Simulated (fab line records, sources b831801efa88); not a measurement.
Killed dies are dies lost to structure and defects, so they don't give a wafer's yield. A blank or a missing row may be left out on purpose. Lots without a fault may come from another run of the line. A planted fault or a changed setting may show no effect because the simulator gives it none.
A struck lot beside a sound one | flow sky130 | 24 steps out of a route of 708
Sound: wafers L852.2, L852.4, L852.6. Struck: wafers L862.2, L862.3, L862.5. The cause comes at the end.
At each step with rows: each side's tool, then ch and its chambers, then its first start. Under that, the readings that differ: sound wafers | struck wafers | difference of the means | sigmas: that difference in standard deviations of wafers without a fault.
alike: readings whose means differ by less than 2 such deviations, and words and numbers that are the same on both sides. not compared: withheld readings, readings that some wafer has no value for, bounds like >300 that may hide the same value, and numbers for which the record gives no deviation and whose values overlap.
The two part at a step that has a row with sigmas, a row that says differs or no value, or rows on one side only. Numbers that don't overlap but have no deviation are shown without sigmas and don't part them. A reading that every wafer of one side lacks parts them only if that side has two wafers or more.

first, 4 steps without rows for these wafers: SKY_METAL5_SOFTBAKE_10 (time 60 s); SKY_METAL5_EXPOSE_11 (exposes mask MM5, target cd 1600 nm); SKY_METAL5_PEB_12; SKY_METAL5_DEVELOP_13 (develop time 60 s).
SKY_METAL5_DESCUM_14: chemistry O2, time 11 s.
  sound on rie_metal-03 ch 0,1, day 43 13:46; struck on rie_metal-03 ch 0,1, day 47 01:58
  alike: chamber_pressure_mTorr, drypump_motor_current_A, oes_product_au
  not compared: rf_hours_counter_h
SKY_METAL5_METAL_ETCH_15: etches the open film in Cl2/BCl3, stops on SiO2, target depth 1260 nm, time 239.8 s.
  sound on rie_metal-03 ch 0,1, day 43 13:48; struck on rie_metal-03 ch 0,1, day 47 02:00
  alike: bcl3_flow_sccm, chamber_pressure_mTorr, drypump_motor_current_A, oes_product_au, throttle_valve_pct
  not compared: rf_hours_counter_h
SKY_METAL5_STRIP_16: strips in O2/N2.
  sound on plasma_asher-01 ch 1, day 43 14:02; struck on plasma_asher-01 ch 0,1, day 47 02:14
  reading                        | sound                | struck               | difference | sigmas
  chamber_pressure_mTorr (mTorr) | 1502.6 1502.2 1501.3 | 1499.2 1498.2 1499.5 | -3.1       | -2
  alike: drypump_motor_current_A, oes_product_au, strip_time_to_endpoint_s
  not compared: rf_hours_counter_h
then, 3 steps without rows for these wafers: SKY_METAL5_STRIP_17 (strips in post etch residue remover, time 1200 s); SKY_METAL5_CLEAN_18 (cleans in IPA, time 180 s); SKY_METAL5_CLEAN_19 (cleans in O3/DIW).
SKY_PASSIVATION_CVD_00: deposits SiO2, target thk 90 nm.
  sound on pecvd-03 ch 0,1, day 43 14:40; struck on pecvd-04 ch 0,2, day 47 03:50
  alike: heater_power_w
SKY_PASSIVATION_THK_MEAS_01:
  sound on film_metro-03, day 43 14:42; struck on film_metro-03, day 47 03:53
  alike: PASSIVATION_CVD_00_THK
SKY_PASSIVATION_CVD_02: deposits Si3N4, target thk 540 nm.
  sound on pecvd-04 ch 0,2, day 43 14:45; struck on pecvd-03 ch 0,1,2, day 47 03:56
  reading                                       | sound             | struck            | difference | sigmas
  model.Si3N4_of_PASSIVATION_CVD_02.thk_nm (nm) | 534.7 532.3 532.7 | 884.1 882.8 905.5 | +357.6     |
  alike: heater_power_w
SKY_PASSIVATION_THK_MEAS_03:
  sound on film_metro-01, day 43 15:06; struck on film_metro-03, day 47 04:10
  reading                     | sound       | struck      | difference | sigmas
  PASSIVATION_CVD_02_THK (nm) | 535 532 533 | 884 883 905 | +357       | +49
then, 7 steps without rows for these wafers: SKY_PASSIVATION_DEHYDRATE_04 (time 60 s); SKY_PASSIVATION_HMDS_05 (prime time 60 s); SKY_PASSIVATION_COAT_06 (resist thk 3000 nm); SKY_PASSIVATION_SOFTBAKE_07; SKY_PASSIVATION_EXPOSE_08 (exposes mask NSM, target cd 3000 nm); SKY_PASSIVATION_PEB_09; SKY_PASSIVATION_DEVELOP_10 (develop time 60 s).
SKY_PASSIVATION_ETCH_11: etches the open film in CF4/O2, stops on AlCu, target depth 725 nm, time 161.1 s.
  sound on rie_diel-01 ch 2,3, day 44 13:02; struck on rie_diel-01 ch 0,2,3, day 47 18:32
  reading                                 | sound             | struck            | difference | sigmas
  oes_product_au (a.u.)                   | 0.970 0.981 0.970 | 0.979 1.000 1.015 | +0.024     | +3
  model.PASSIVATION.feature_depth_nm (nm) | 697.6 694.6 696.2 | 710.5 729.8 727   | +26.3      |
  model.etch.depth_nm (nm)                | 697.6 694.6 696.2 | 710.5 729.8 727   | +26.3      |
  alike: chamber_pressure_mTorr, drypump_motor_current_A, throttle_valve_pct
  not compared: rf_hours_counter_h
SKY_PASSIVATION_STRIP_12: strips in O2/N2.
  sound on plasma_asher-03 ch 0,1, day 44 13:08; struck on plasma_asher-01 ch 0,1, day 47 18:38
  reading                      | sound             | struck            | difference | sigmas
  strip_time_to_endpoint_s (s) | 31.34 31.32 31.36 | 31.64 31.55 31.67 | +0.28      | +2
  alike: chamber_pressure_mTorr, drypump_motor_current_A, oes_product_au
  not compared: rf_hours_counter_h
SKY_PAD_OPEN_PROBE_99:
  sound on prober-01, day 45 12:29; struck on prober-02, day 48 15:41
  reading                  | sound          | struck         | difference | sigmas
  defect_limited_yield (%) | 80.9 82.1 79.9 | 0 0 0          | -81        | -43
  killed_at_other          | 0 0 0          | 413 398 405    | +405       | +99 or more
  killed_dies              | 94 88 99       | 492 492 492    | +398       | +43
  killed_on_rim            | 18 15 19       | 96 96 96       | +79        | +22
  sort_bin_5_function (%)  | 12.6 12.0 12.2 | 93.9 92.7 93.1 | +81.0      | +54
  sort_n_pass              | 398 404 393    | 0 0 0          | -398       | -43
  sort_yield_pct (%)       | 80.9 82.1 79.9 | 0 0 0          | -81        | -43
  alike: killed_at_M0_to_M3, killed_at_M4_up, killed_at_contacts, killed_at_front_end, killed_open, killed_short, sort_bin_3_pad_short, sort_bin_6_memory

WHERE THEY PART
First at SKY_METAL5_STRIP_16; last, within this record, at SKY_PAD_OPEN_PROBE_99.

WHY: what the simulator had put in
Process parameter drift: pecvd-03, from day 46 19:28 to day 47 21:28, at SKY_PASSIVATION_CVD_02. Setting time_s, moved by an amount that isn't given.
